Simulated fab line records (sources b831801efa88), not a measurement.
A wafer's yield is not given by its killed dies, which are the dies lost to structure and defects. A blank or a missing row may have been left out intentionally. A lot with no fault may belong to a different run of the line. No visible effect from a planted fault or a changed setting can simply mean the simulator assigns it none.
Struck lot and sound lot, side by side || flow sky130 || 17 steps out of a route of 708
Sound: the wafers L233.1, L233.2, L233.4. The struck wafers were L254.2, L254.3, L254.5. The cause is given at the end.
Per side, at each step with rows, come the tool, then ch with its chambers, and then its first start. Under that, the readings that differ: sound wafers || struck wafers || difference of the means || sigmas: that difference in standard deviations of wafers without a fault.
alike: readings whose means differ by less than 2 such deviations, and words and numbers that are the same on both sides. not compared: withheld readings, readings that some wafer has no value for, bounds like >300 that may hide the same value, and numbers for which the record gives no deviation and whose values overlap.
The two part at a step that has a row with sigmas, a row that says differs or no value, or rows on one side only. Numbers that have no deviation but don't overlap get no sigmas and don't part them. Lack of a reading on every wafer of one side parts them only where that side has two or more wafers.

first, 3 steps without rows for these wafers: SKY_VIA3_EXPOSE_09 (exposes mask VIM3, target cd 200 nm); SKY_VIA3_PEB_10; SKY_VIA3_DEVELOP_11 (develop time 60 s).
SKY_VIA3_CD_MEAS_12: target cd 200 nm.
  sound: cdSem-02 at day 40 09:41; struck: cdSem-01 at day 46 08:56
  alike: cdNm
SKY_VIA3_OVL_MEAS_13:
  sound: overlay-01 at day 40 09:48; struck: overlay-02 at day 46 09:02
  alike: VIA3_OVL
SKY_VIA3_ETCH_14: etches BARC in N2/H2, stops on SiO2, time 45.9 s, target depth 60 nm.
  sound on rieDiel-04 ch 1,2, day 40 09:50; struck on rieDiel-03 ch 0,1,2, day 46 09:04
  alike: drypumpMotorCurrentA, oesProductAu, throttleValvePct
  not compared: rfHoursCounterH
SKY_VIA3_ETCH_15: etches SiO2 in C4F8/O2/Ar, stops on TiN, target depth 507 nm, time 78 s.
  sound on rieDiel-04 ch 1,2, day 40 09:54; struck on rieDiel-03 ch 0,1,2, day 46 09:07
  alike: oesProductAu
  not compared: rfHoursCounterH
SKY_VIA3_STRIP_16: strips in O2/N2.
  sound on plasmaAsher-04 ch 0,1, day 40 09:59; struck on plasmaAsher-04 ch 0,1, day 46 09:11
  alike: drypumpMotorCurrentA, oesProductAu, stripTimeToEndpointS
  not compared: rfHoursCounterH
then, 3 steps without rows for these wafers: SKY_VIA3_STRIP_17 (strips in post etch residue remover, time 1200 s); SKY_VIA3_CLEAN_18 (cleans in IPA, time 180 s); SKY_VIA3_CLEAN_19 (cleans in O3/DIW).
SKY_VIA3_SPUTTER_20: material TiN, target thk 20 nm, time 80 s.
  sound: pvdSputter-02 at day 40 10:37; struck: pvdSputter-02 at day 46 09:46
  alike: throttleValvePct
SKY_VIA3_CVD_21: deposits W, target thk 390 nm, time 117.31 s.
  sound on cvdW-02 ch 0,1, day 40 10:40; struck on cvdW-02 ch 0,1, day 46 09:50
{"reading": "chamberPressureTorr (Torr)", "sound": "40.11 39.95 39.89", "struck": "34.14 34.22 33.95", "difference": -5.88, "sigmas": -68}
{"reading": "model.W_of_VIA3_CVD_21.thkNm (nm)", "sound": "386.6 399.8 401.2", "struck": "365.7 370.1 351.7", "difference": -33.4, "sigmas": ""}
  alike: heaterPowerW, susceptorTempC
SKY_VIA3_RS_MEAS_22: uses a four-point probe to measure.
  sound: filmMetro-01 at day 40 10:48; struck: filmMetro-04 at day 46 09:58
{"reading": "VIA3_W_RS (ohm/sq)", "sound": "0.297 0.287 0.286", "struck": "0.314 0.310 0.328", "difference": "+0.027", "sigmas": "+5"}
SKY_VIA3_THK_MEAS_23: measures by xrf.
  sound: filmMetro-01 at day 40 10:55; struck: filmMetro-04 at day 46 10:05
{"reading": "VIA3_W_THK (nm)", "sound": "397 409 413", "struck": "371 377 359", "difference": -37, "sigmas": -5}
SKY_VIA3_CMP_24: polishes, stops on SiO2, t overpolish 20 s, target thk 0 nm.
  sound on cmp-01 ch 0,2,3, day 40 10:59; struck on cmp-01 ch 1,3, day 46 10:08
  alike: motorCurrentA
SKY_PAD_OPEN_PROBE_99:
  rows exist in the record for the sound wafers here (prober-01, day 46 10:43), none for the struck ones

== WHERE THEY PART ==
At SKY_VIA3_CVD_21 first; at SKY_PAD_OPEN_PROBE_99 last (within this record only).

WHY: the cause the simulator had injected
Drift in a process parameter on cvdW-02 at SKY_VIA3_CVD_21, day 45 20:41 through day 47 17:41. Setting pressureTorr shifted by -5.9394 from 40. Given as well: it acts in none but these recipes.
